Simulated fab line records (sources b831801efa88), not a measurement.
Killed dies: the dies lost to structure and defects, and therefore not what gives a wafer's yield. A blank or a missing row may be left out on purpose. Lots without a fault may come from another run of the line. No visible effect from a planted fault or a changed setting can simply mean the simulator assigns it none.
Tool commonality check :: flow gf180mcu :: 39 wafers sampled across 13 lots

== REASON IT WAS OPENED ==
Of 13 lots, 2 have the reading CONTACT_CVD_00_THK flagged at GF_CONTACT_THK_MEAS_01. Wafers without a fault read 301 nm, standard deviation 3.4.
Rule: a lot is flagged when every wafer of it that has a number lies more than 4 standard deviations from that mean, or none has a number. As for the other lots, they are considered sound.

lot: L840
measured: day 15 23:46
on: film metro-03
CONTACT_CVD_00_THK (nm), wafer by wafer: 301 301 296
flag: 

lot: L841
measured: day 16 05:49
on: film metro-04
CONTACT_CVD_00_THK (nm), wafer by wafer: 301 299 301
flag: 

lot: L842
measured: day 16 15:13
on: film metro-02
CONTACT_CVD_00_THK (nm), wafer by wafer: 299 298 300
flag: 

lot: L843
measured: day 16 23:14
on: film metro-03
CONTACT_CVD_00_THK (nm), wafer by wafer: 307 305 304
flag: 

lot: L845
measured: day 17 19:54
on: film metro-04
CONTACT_CVD_00_THK (nm), wafer by wafer: 298 297 300
flag: 

lot: L846
measured: day 18 01:18
on: film metro-04
CONTACT_CVD_00_THK (nm), wafer by wafer: 301 298 295
flag: 

lot: L847
measured: day 18 07:21
on: film metro-03
CONTACT_CVD_00_THK (nm), wafer by wafer: 303 302 302
flag: 

lot: L848
measured: day 18 21:17
on: film metro-04
CONTACT_CVD_00_THK (nm), wafer by wafer: 295 301 299
flag: 

lot: L852
measured: day 20 06:35
on: film metro-02
CONTACT_CVD_00_THK (nm), wafer by wafer: 298 300 306
flag: 

lot: L853
measured: day 20 14:47
on: film metro-04
CONTACT_CVD_00_THK (nm), wafer by wafer: 303 308 302
flag: 

lot: L854
measured: day 20 23:35
on: film metro-04
CONTACT_CVD_00_THK (nm), wafer by wafer: 452 453 454
flag: FLAGGED

lot: L855
measured: day 21 09:16
on: film metro-03
CONTACT_CVD_00_THK (nm), wafer by wafer: 457 453 452
flag: FLAGGED

lot: L856
measured: day 21 16:46
on: film metro-04
CONTACT_CVD_00_THK (nm), wafer by wafer: 301 304 305
flag: 
The mean of the flagged lots' numbers is 454 nm, +152 nm from the usual (+45 standard deviations).

== TOOL THAT RAN EACH LOT ==
The record holds 2 process steps before the reading, out of a route of 602 steps. Every cell lists first the tool, next ch and the chambers used by the sampled wafers, and last the start.
lot: L840
flag: 
GF_SALICIDE_SPUTTER_03: pvd sputter-01, day 15 23:13
GF_CONTACT_CVD_00: hdpcvd-01 ch 0,1, day 15 23:43

lot: L841
flag: 
GF_SALICIDE_SPUTTER_03: pvd sputter-01, day 16 05:16
GF_CONTACT_CVD_00: hdpcvd-01 ch 0,2, day 16 05:46

lot: L842
flag: 
GF_SALICIDE_SPUTTER_03: pvd sputter-02, day 16 14:41
GF_CONTACT_CVD_00: hdpcvd-01 ch 0,1,2, day 16 15:11

lot: L843
flag: 
GF_SALICIDE_SPUTTER_03: pvd sputter-04, day 16 22:41
GF_CONTACT_CVD_00: hdpcvd-01 ch 0,2, day 16 23:11

lot: L845
flag: 
GF_SALICIDE_SPUTTER_03: pvd sputter-02, day 17 19:20
GF_CONTACT_CVD_00: hdpcvd-02 ch 0,1,2, day 17 19:50

lot: L846
flag: 
GF_SALICIDE_SPUTTER_03: pvd sputter-01, day 18 00:45
GF_CONTACT_CVD_00: hdpcvd-02 ch 1,2, day 18 01:15

lot: L847
flag: 
GF_SALICIDE_SPUTTER_03: pvd sputter-02, day 18 06:47
GF_CONTACT_CVD_00: hdpcvd-02 ch 0,2, day 18 07:17

lot: L848
flag: 
GF_SALICIDE_SPUTTER_03: pvd sputter-04, day 18 20:45
GF_CONTACT_CVD_00: hdpcvd-01 ch 0,2, day 18 21:14

lot: L852
flag: 
GF_SALICIDE_SPUTTER_03: pvd sputter-02, day 20 06:01
GF_CONTACT_CVD_00: hdpcvd-02 ch 0,1,2, day 20 06:31

lot: L853
flag: 
GF_SALICIDE_SPUTTER_03: pvd sputter-01, day 20 14:14
GF_CONTACT_CVD_00: hdpcvd-02 ch 0,2, day 20 14:44

lot: L854
flag: FLAGGED
GF_SALICIDE_SPUTTER_03: pvd sputter-04, day 20 23:02
GF_CONTACT_CVD_00: hdpcvd-02 ch 0,2, day 20 23:31

lot: L855
flag: FLAGGED
GF_SALICIDE_SPUTTER_03: pvd sputter-04, day 21 08:43
GF_CONTACT_CVD_00: hdpcvd-02 ch 0,2, day 21 09:13

lot: L856
flag: 
GF_SALICIDE_SPUTTER_03: pvd sputter-01, day 21 16:11
GF_CONTACT_CVD_00: hdpcvd-01 ch 0,1,2, day 21 16:41
What the steps here do:
- GF_SALICIDE_SPUTTER_03: material TiN, target thk 20 nm, time 16.7 s.
- GF_CONTACT_CVD_00: deposits SiO2, target thk 300 nm, time 50 s.
- GF_CONTACT_THK_MEAS_01

== FLAGGED OVER TOTAL, TOOL BY TOOL (the gauges that took the reading come last) ==
step: GF_SALICIDE_SPUTTER_03
tool: pvd sputter-01
lots run: 5
flagged: 0
share of the flagged lots: none
sound lots run after its first flagged lot: -

step: GF_SALICIDE_SPUTTER_03
tool: pvd sputter-02
lots run: 4
flagged: 0
share of the flagged lots: none
sound lots run after its first flagged lot: -

step: GF_SALICIDE_SPUTTER_03
tool: pvd sputter-04
lots run: 4
flagged: 2
share of the flagged lots: all
sound lots run after its first flagged lot: 0

step: GF_CONTACT_CVD_00
tool: hdpcvd-01
lots run: 6
flagged: 0
share of the flagged lots: none
sound lots run after its first flagged lot: -

step: GF_CONTACT_CVD_00
tool: hdpcvd-02
lots run: 7
flagged: 2
share of the flagged lots: all
sound lots run after its first flagged lot: 0

step: GF_CONTACT_THK_MEAS_01
tool: film metro-02
lots run: 2
flagged: 0
share of the flagged lots: none
sound lots run after its first flagged lot: -

step: GF_CONTACT_THK_MEAS_01
tool: film metro-03
lots run: 4
flagged: 1
share of the flagged lots: some
sound lots run after its first flagged lot: 0

step: GF_CONTACT_THK_MEAS_01
tool: film metro-04
lots run: 7
flagged: 1
share of the flagged lots: some
sound lots run after its first flagged lot: 1 (L856)

== WHAT THE TABLE ALLOWS ==
Every flagged lot went through 2 rows of the table: pvd sputter-04 at GF_SALICIDE_SPUTTER_03 and hdpcvd-02 at GF_CONTACT_CVD_00.
- pvd sputter-04 at GF_SALICIDE_SPUTTER_03 ran 4 lots, 2 of them flagged. Last sound lot L848 at day 18 20:45, first flagged lot L854 at day 20 23:02; a fault beginning in between fits.
- hdpcvd-02 at GF_CONTACT_CVD_00 ran 7 lots, 2 of them flagged. Last sound lot L853 at day 20 14:44, first flagged lot L854 at day 20 23:31; a fault beginning in between fits. Its own readings (sih4 flow sccm) fall more than 4 standard deviations out on all wafers of the flagged lots.
Because each of these 2 tools fits a fault that began at some hour, counting lots does not separate them. More lots, or a look at what each step does to the wafer, might.

== WHAT THE SIMULATOR HAD PUT IN ==
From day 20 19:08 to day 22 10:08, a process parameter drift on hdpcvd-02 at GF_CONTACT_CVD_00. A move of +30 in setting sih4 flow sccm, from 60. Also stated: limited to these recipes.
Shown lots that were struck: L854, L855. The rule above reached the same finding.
